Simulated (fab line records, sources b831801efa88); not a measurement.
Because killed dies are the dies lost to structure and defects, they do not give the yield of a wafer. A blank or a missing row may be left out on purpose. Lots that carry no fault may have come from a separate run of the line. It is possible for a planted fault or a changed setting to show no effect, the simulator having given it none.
A struck lot beside a sound one	flow sky130	21 out of 708 route steps
Sound: these wafers, L441.3, L441.5, L441.6. Struck: wafers L453.3, L453.6 (left out: L453.5, a lot-mate that was not struck); the cause follows at the end.
For every step that has rows: the tool of each side, followed by ch and its chambers, followed by its first start. Under that, the readings that differ: sound wafers	struck wafers	difference of the means	sigmas: that difference in standard deviations of wafers without a fault.
alike: words and numbers the same on both sides, and readings whose means are apart by under 2 such deviations; not compared: readings that were withheld, readings missing a value for some wafer, numbers with overlapping values and no deviation given by the record, and bounds like >300 which may hide the same value.
A row with sigmas, a row that says differs or no value, or rows on one side alone: a step with any of these is where the two part. Numbers that have no deviation but don't overlap get no sigmas and don't part them. A reading missing from all wafers of one side parts the sides only when that side holds two or more wafers.

first, 4 steps without rows for these wafers: SKY_METAL2_STRIP_21 (strips in post etch residue remover, time 1200 s); SKY_METAL2_CLEAN_22 (cleans in IPA, time 180 s); SKY_METAL2_CLEAN_23 (cleans in O3/DIW); SKY_VIA2_HDPCVD_00 (deposits SiO2, target thk 1180 nm, time 196.7 s).
SKY_VIA2_THK_MEAS_01:
  sound on filmMetro-01, day 37 16:39; struck on filmMetro-02, day 41 05:49
  alike: VIA2_HDPCVD_THK
SKY_VIA2_CMP_02: polishes SiO2.
  sound on cmp-02 ch 0,1, day 37 16:44; struck on cmp-02 ch 2,3, day 41 05:58
  alike: motorCurrentA, slurryFlowMlMin
SKY_VIA2_BOW_MEAS_03:
  sound on filmMetro-01, day 37 17:02; struck on filmMetro-02, day 41 06:12
  alike: VIA2_BOW
then, 5 steps without rows for these wafers: SKY_VIA2_DEHYDRATE_04 (time 60 s); SKY_VIA2_HMDS_05 (prime time 60 s); SKY_VIA2_COAT_06 (resist thk 60 nm); SKY_VIA2_COAT_07 (resist thk 450 nm); SKY_VIA2_SOFTBAKE_08 (time 90 s).
SKY_VIA2_EXPOSE_09: exposes mask VIM2, target cd 200 nm.
  sound on krfScanner-01 ch 0, day 38 06:34; struck on krfScanner-02 ch 0, day 41 19:07
  alike: mask
then, 1 step without rows for these wafers: SKY_VIA2_PEB_10.
SKY_VIA2_DEVELOP_11: develop time 60 s.
  sound on lithoTrack-02 ch 0; struck on lithoTrack-04 ch 0
reading	sound	struck	difference	sigmas
model.VIA2.cdNm (nm)	200.8 201.1 201.2	169.2 169.6	-31.6	
  alike: developerTempC, resistLineTempC
SKY_VIA2_CD_MEAS_12 targets a cd of 200 nm.
  sound on cdSem-01, day 38 19:25; struck on cdSem-01, day 42 06:27
reading	sound	struck	difference	sigmas
cdNm (nm)	200.9 201.2 200.8	169.2 169.6	-31.6	-19
SKY_VIA2_OVL_MEAS_13:
  sound on overlay-01, day 38 19:30; struck on overlay-01, day 42 06:32
  alike: VIA2_OVL
SKY_VIA2_ETCH_14: etches BARC in N2/H2, stops on SiO2, time 45.9 s, target depth 60 nm.
  sound on rieDiel-01 ch 0,2,3, day 38 19:32; struck on rieDiel-03 ch 0,2, day 42 06:34
  alike: drypumpMotorCurrentA, h2FlowSccm, oesProductAu, throttleValvePct
  not compared: rfHoursCounterH
SKY_VIA2_ETCH_15: etches SiO2 in C4F8/O2/Ar, stops on TiN, target depth 546 nm, time 84 s.
  sound on rieDiel-01 ch 0,2,3, day 38 19:34; struck on rieDiel-03 ch 0,2, day 42 06:37
reading	sound	struck	difference	sigmas
model.VIA2.cdNm (nm)	199.6 197.7 197.7	168.1 172.6	-28.0	
  alike: oesProductAu
  not compared: rfHoursCounterH
SKY_VIA2_STRIP_16: strips in O2/N2.
  sound on plasmaAsher-01 ch 0,1, day 38 19:40; struck on plasmaAsher-04 ch 0,1, day 42 06:42
  alike: drypumpMotorCurrentA, oesProductAu, stripTimeToEndpointS
  not compared: rfHoursCounterH
-- the record jumps here: 8 days lie between the struck wafers' starts before and after (it left off in module VIA2 and takes up again in module PAD_OPEN, whose first step shown is number 708 of the route) --
SKY_PAD_OPEN_PROBE_99:
  sound on prober-02, day 48 00:32; struck on prober-01, day 50 16:20
reading	sound	struck	difference	sigmas
model.etest.via2Chain.rcOhm	9.986 10.37 10.46	13.81 13.15	+3.21	

WHERE THEY PART
Only at SKY_VIA2_CD_MEAS_12, as far as this record shows. Later steps at which nothing parts them and some readings are alike: SKY_VIA2_OVL_MEAS_13, SKY_VIA2_ETCH_14, SKY_VIA2_ETCH_15, SKY_VIA2_STRIP_16.

WHY: whatever the simulator had introduced
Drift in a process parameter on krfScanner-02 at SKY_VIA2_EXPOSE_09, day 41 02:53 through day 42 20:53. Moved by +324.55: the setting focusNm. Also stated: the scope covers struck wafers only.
